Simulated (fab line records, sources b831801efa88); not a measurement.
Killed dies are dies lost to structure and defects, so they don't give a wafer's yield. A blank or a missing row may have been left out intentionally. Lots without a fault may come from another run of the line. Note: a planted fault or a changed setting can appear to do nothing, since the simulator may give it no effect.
Which tool did it?    flow sky130    24 lots with 72 wafers sampled at 4 steps, on a route of 708 steps

WHAT THE GAUGES SHOWED, per wafer
SKY_VIA1_THK_MEAS_01.
lot   measured      on             VIA1_HDPCVD_THK (nm)
L074  day 32 17:55  film-metro-02  1019 1007 1029
L075  day 32 20:20  film-metro-02  1033 1035 1021
L076  day 33 08:26  film-metro-01  1038 1034 1016
L077  day 33 17:32  film-metro-03  1018 1016 1007
L078  day 33 18:50  film-metro-01  1019 1023 1035
L079  day 34 19:08  film-metro-01  1034 1025 1047
L080  day 35 01:22  film-metro-02  1023 1025 1031
L082  day 35 14:31  film-metro-01  1032 1029 1028
L083  day 35 20:46  film-metro-02  1040 1028 1034
L084  day 36 13:14  film-metro-03  1044 1053 1035
L081  day 36 13:44  film-metro-02  1036 1036 1037
L085  day 36 14:37  film-metro-01  1014 1016 1034
L086  day 37 00:11  film-metro-01  1034 1047 1041
L087  day 37 00:29  film-metro-02  1024 1023 1039
L088  day 37 10:43  film-metro-03  1030 1023 1008
L089  day 37 19:49  film-metro-03  1022 1018 1014
L090  day 38 01:33  film-metro-02  1007 1008 1015
L091  day 38 06:56  film-metro-01  1021 1013 1020
L092  day 38 15:32  film-metro-02  1025 1035 1029
L093  day 39 03:13  film-metro-01  1034 1031 1039
L094  day 39 07:08  film-metro-01  1013 1021 1005
L095  day 39 08:45  film-metro-02  1030 1031 1025
L096  day 39 14:24  film-metro-02  1010 1012 1006
L097  day 40 02:49  film-metro-03  1031 1021 1017

SKY_CAPM_THK_MEAS_01.
lot   measured      on             CAPM_CVD_00_THK (nm)
L074  day 36 07:12  film-metro-02  15.14 15.31 15.18
L075  day 36 08:45  film-metro-02  15.65 15.51 15.67
L076  day 36 19:34  film-metro-03  15.42 15.58 15.67
L077  day 37 04:37  film-metro-04  15.48 15.22 15.50
L078  day 37 06:32  film-metro-04  15.15 15.14 15.34
L079  day 38 05:31  film-metro-02  15.16 15.37 15.59
L080  day 38 13:23  film-metro-03  15.39 15.49 15.56
L082  day 39 05:14  film-metro-02  15.12 15.16 15.63
L083  day 39 07:05  film-metro-02  15.27 15.58 15.48
L084  day 39 22:22  film-metro-04  15.34 14.88 15.47
L081  day 39 23:13  film-metro-03  15.33 15.59 15.50
L085  day 39 23:52  film-metro-03  15.23 15.37 15.32
L086  day 40 09:45  film-metro-03  15.12 15.09 15.38
L087  day 40 10:05  film-metro-02  15.98 15.96 15.88
L088  day 40 19:05  film-metro-02  15.43 15.49 15.52
L089  day 41 04:31  film-metro-03  15.38 15.26 15.49
L090  day 41 10:47  film-metro-02  15.00 15.32 15.33
L091  day 41 12:41  film-metro-04  15.56 15.51 15.63
L092  day 41 21:23  film-metro-04  15.46 15.88 15.48
L093  day 42 11:13  film-metro-03  15.70 15.45 15.78
L094  day 42 12:55  film-metro-04  15.73 15.62 15.47
L095  day 42 14:26  film-metro-02  15.46 15.46 15.89
L096  day 42 19:04  film-metro-03  15.11 15.30 15.65
L097  day 43 07:20  film-metro-03  15.54 15.33 15.53

EACH LOT AND THE TOOL THAT RAN IT (in order: tool; ch and the chambers of the sampled wafers; start)
lot   SKY_METAL1_METAL_ETCH_19           SKY_VIA2_SPUTTER_20
L074  rie-metal-01 ch 0,1, day 32 17:04  pvd-sputter-04, day 36 06:20
L075  rie-metal-04 ch 0,1, day 32 19:32  pvd-sputter-01, day 36 07:53
L076  rie-metal-01 ch 0,1, day 33 07:38  pvd-sputter-02, day 36 18:43
L077  rie-metal-04 ch 0,1, day 33 16:44  pvd-sputter-02, day 37 03:46
L078  rie-metal-01 ch 0,1, day 33 18:02  pvd-sputter-02, day 37 05:41
L079  rie-metal-02 ch 0,1, day 34 18:20  pvd-sputter-02, day 38 04:31
L080  rie-metal-01 ch 0,1, day 35 00:34  pvd-sputter-02, day 38 12:31
L082  rie-metal-02 ch 0,1, day 35 13:42  pvd-sputter-01, day 39 00:29
L083  rie-metal-04 ch 1, day 35 19:56    pvd-sputter-02, day 39 06:13
L084  rie-metal-02 ch 1, day 36 11:52    pvd-sputter-04, day 39 21:32
L081  rie-metal-02 ch 0,1, day 36 12:32  pvd-sputter-01, day 39 22:22
L085  rie-metal-04 ch 0,1, day 36 13:23  pvd-sputter-02, day 39 22:59
L086  rie-metal-02 ch 0,1, day 36 23:20  pvd-sputter-01, day 40 08:54
L087  rie-metal-01 ch 0,1, day 36 23:41  pvd-sputter-04, day 40 09:10
L088  rie-metal-02 ch 1, day 37 09:50    pvd-sputter-02, day 40 18:14
L089  rie-metal-01 ch 1, day 37 19:01    pvd-sputter-01, day 41 03:40
L090  rie-metal-01 ch 0,1, day 38 00:44  pvd-sputter-01, day 41 09:55
L091  rie-metal-01 ch 0,1, day 38 06:07  pvd-sputter-02, day 41 11:50
L092  rie-metal-02 ch 0,1, day 38 14:43  pvd-sputter-02, day 41 20:31
L093  rie-metal-04 ch 0,1, day 39 02:25  pvd-sputter-01, day 42 10:22
L094  rie-metal-04 ch 0,1, day 39 06:20  pvd-sputter-04, day 42 11:56
L095  rie-metal-02 ch 0,1, day 39 07:58  pvd-sputter-04, day 42 13:35
L096  rie-metal-01 ch 0,1, day 39 13:05  pvd-sputter-04, day 42 18:13
L097  rie-metal-04 ch 0,1, day 40 01:52  pvd-sputter-02, day 43 06:28
- SKY_METAL1_METAL_ETCH_19: etches the open film in Cl2/BCl3, stops on SiO2, target depth 360 nm, time 78 s.
- SKY_VIA2_SPUTTER_20: material TiN, target thk 20 nm, time 80 s.

WHAT THE TOOLS THEMSELVES READ (means of the sampled wafers that have a number; where no wafer has one, the mark that the record gives instead)
SKY_METAL1_METAL_ETCH_19.
lot   tool          drypump-motor-current-A (A)  oes-product-au (a.u.)  throttle-valve-pct (%)
L074  rie-metal-01  5.94                         0.854                  22.267
L075  rie-metal-04  6.12                         0.850                  22.264
L076  rie-metal-01  5.92                         0.850                  22.270
L077  rie-metal-04  6.04                         0.850                  22.265
L078  rie-metal-01  5.71                         0.852                  22.265
L079  rie-metal-02  5.76                         0.853                  22.264
L080  rie-metal-01  5.94                         0.854                  22.267
L082  rie-metal-02  5.77                         0.848                  22.269
L083  rie-metal-04  6.23                         0.850                  22.259
L084  rie-metal-02  5.85                         0.857                  22.265
L081  rie-metal-02  5.69                         0.860                  22.261
L085  rie-metal-04  6.03                         0.850                  22.254
L086  rie-metal-02  5.78                         0.855                  22.261
L087  rie-metal-01  5.93                         0.853                  22.271
L088  rie-metal-02  5.83                         0.855                  22.277
L089  rie-metal-01  6.17                         0.846                  22.268
L090  rie-metal-01  5.93                         0.851                  22.263
L091  rie-metal-01  5.95                         0.860                  22.258
L092  rie-metal-02  5.69                         0.854                  22.262
L093  rie-metal-04  6.04                         0.861                  22.257
L094  rie-metal-04  6.04                         0.860                  22.274
L095  rie-metal-02  5.68                         0.852                  22.272
L096  rie-metal-01  5.95                         0.853                  22.270
L097  rie-metal-04  6.05                         0.849                  22.265

SKY_VIA2_SPUTTER_20.
lot   tool            throttle-valve-pct (%)
L074  pvd-sputter-04  30.5
L075  pvd-sputter-01  29.6
L076  pvd-sputter-02  30.6
L077  pvd-sputter-02  30.7
L078  pvd-sputter-02  30.2
L079  pvd-sputter-02  30.8
L080  pvd-sputter-02  31.2
L082  pvd-sputter-01  30.0
L083  pvd-sputter-02  30.5
L084  pvd-sputter-04  30.1
L081  pvd-sputter-01  28.5
L085  pvd-sputter-02  30.2
L086  pvd-sputter-01  30.1
L087  pvd-sputter-04  30.6
L088  pvd-sputter-02  30.7
L089  pvd-sputter-01  29.3
L090  pvd-sputter-01  30.1
L091  pvd-sputter-02  30.3
L092  pvd-sputter-02  30.3
L093  pvd-sputter-01  29.0
L094  pvd-sputter-04  30.0
L095  pvd-sputter-04  30.0
L096  pvd-sputter-04  30.6
L097  pvd-sputter-02  30.6

THE ANSWER, worked out from the rows above alone
Rule: what is usual is taken from the lots themselves. Put in order of their means at a reading, lots are off if they are a third of the lots or fewer, leave a main group of 4 or more, and stand apart from it by a gap of 3 or more times the standard deviation of the main group's means; of several such gaps the widest counts. A main group whose means are all the same, to the digits that the tables above print for the reading, isn't used. A lot without any number at a reading at which 4 lots or more have one is off too. All remaining lots with rows at the step are treated as sound. After the gauges, taken in route order, come the tools' own readings; for these a lot's mean is taken, as printed above. The first step at which some lot is off is used, and at that step the reading that is off furthest; a lot without a number counts as furthest.
None of the lots is off at any reading shown; this tells nothing.

WHAT THE SIMULATOR HAD INSERTED
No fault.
